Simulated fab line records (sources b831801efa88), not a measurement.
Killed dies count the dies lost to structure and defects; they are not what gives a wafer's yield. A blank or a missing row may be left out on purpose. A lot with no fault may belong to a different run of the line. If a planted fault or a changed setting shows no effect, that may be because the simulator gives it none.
Comparing a struck lot with a sound one | flow sky130 | 16 steps out of a route of 708
Sound: the wafers L331.3, L331.4, L331.6. Struck: wafers L339.1, L339.2, L339.3. At the end, the cause is stated.
For every step that has rows: the tool of each side, followed by ch and its chambers, followed by its first start. Under that, the readings that differ: sound wafers | struck wafers | difference of the means | sigmas: that difference in standard deviations of wafers without a fault.
alike: readings with means less than 2 such deviations apart, plus words and numbers identical on both sides. not compared: withheld readings, readings lacking a value on some wafer, bounds such as >300 that could conceal the same value, and numbers that have no deviation in the record and whose values overlap.
A row with sigmas, a row that says differs or no value, or rows on one side alone: a step with any of these is where the two part. Non-overlapping numbers with no deviation appear without sigmas and do not part them. A reading that every wafer of one side lacks parts them only if that side has two wafers or more.

SKY_VIA2_CMP_02: polishes SiO2.
  sound on cmp-02 ch 0,1,2, day 35 08:52; struck on cmp-01 ch 0,1,3, day 38 00:07
  alike: motor current A
SKY_VIA2_BOW_MEAS_03:
  struck on film metro-03, day 38 00:25; sound on film metro-03, day 35 09:09
  alike: VIA2_BOW
then, 8 steps without rows for these wafers: SKY_VIA2_DEHYDRATE_04 (time 60 s); SKY_VIA2_HMDS_05 (prime time 60 s); SKY_VIA2_COAT_06 (resist thk 60 nm); SKY_VIA2_COAT_07 (resist thk 450 nm); SKY_VIA2_SOFTBAKE_08 (time 90 s); SKY_VIA2_EXPOSE_09 (exposes mask VIM2, target cd 200 nm); SKY_VIA2_PEB_10; SKY_VIA2_DEVELOP_11 (develop time 60 s).
SKY_VIA2_CD_MEAS_12: target cd 200 nm.
  struck on cd sem-02, day 38 22:57; sound on cd sem-01, day 36 11:26
  alike: cd nm
SKY_VIA2_OVL_MEAS_13:
  struck on overlay-02, day 38 23:04; sound on overlay-01, day 36 11:32
  alike: VIA2_OVL
SKY_VIA2_ETCH_14: etches BARC in N2/H2, stops on SiO2, time 45.9 s, target depth 60 nm.
  sound on rie diel-04 ch 0,2, day 36 11:34; struck on rie diel-03 ch 0,1,3, day 38 23:07
  no value came back on the struck wafers for any of 6 readings (bias w (W), chamber pressure mTorr (mTorr) and others); on the sound wafers bias w (W) reads 100.5 100.5 100.3
  reading                                     | sound             | struck            | difference | sigmas
  model.KrF-thick_of_VIA2_COAT_07.thk nm (nm) | 393.5 391.8 393.6 | 435.4 434.9 434.6 | +42.0      |
  not compared: rf hours counter h
SKY_VIA2_ETCH_15: etches SiO2 in C4F8/O2/Ar, stops on TiN, target depth 546 nm, time 84 s.
  sound on rie diel-04 ch 0,2, day 36 11:36; struck on rie diel-03 ch 0,1,3, day 38 23:09
  reading                                     | sound             | struck            | difference | sigmas
  oes product au (a.u.)                       | 0.938 0.946 0.946 | 0.380 0.379 0.368 | -0.568     | -99 or more
  model.KrF-thick_of_VIA2_COAT_07.thk nm (nm) | 283.5 281.5 284.4 | 329.1 327.5 328.5 | +45.2      |
  alike: bias w, chamber pressure mTorr
  not compared: rf hours counter h
SKY_VIA2_STRIP_16: strips in O2/N2.
  sound on plasma asher-01 ch 0,1, day 36 11:42; struck on plasma asher-02 ch 0,1, day 38 23:13
  reading                      | sound             | struck            | difference | sigmas
  oes product au (a.u.)        | 0.402 0.391 0.400 | 0.411 0.426 0.414 | +0.019     | +4
  strip time to endpoint s (s) | 4.05 4.03 4.06    | 4.53 4.51 4.52    | +0.47      | +13
  alike: drypump motor current A
  not compared: rf hours counter h
then, 1 step without rows for these wafers: SKY_VIA2_STRIP_17 (strips in post etch residue remover, time 1200 s).

## WHERE THEY PART
At SKY_VIA2_ETCH_14 first; at SKY_VIA2_STRIP_16 last (within this record only).

WHY: what had been put in by the simulator
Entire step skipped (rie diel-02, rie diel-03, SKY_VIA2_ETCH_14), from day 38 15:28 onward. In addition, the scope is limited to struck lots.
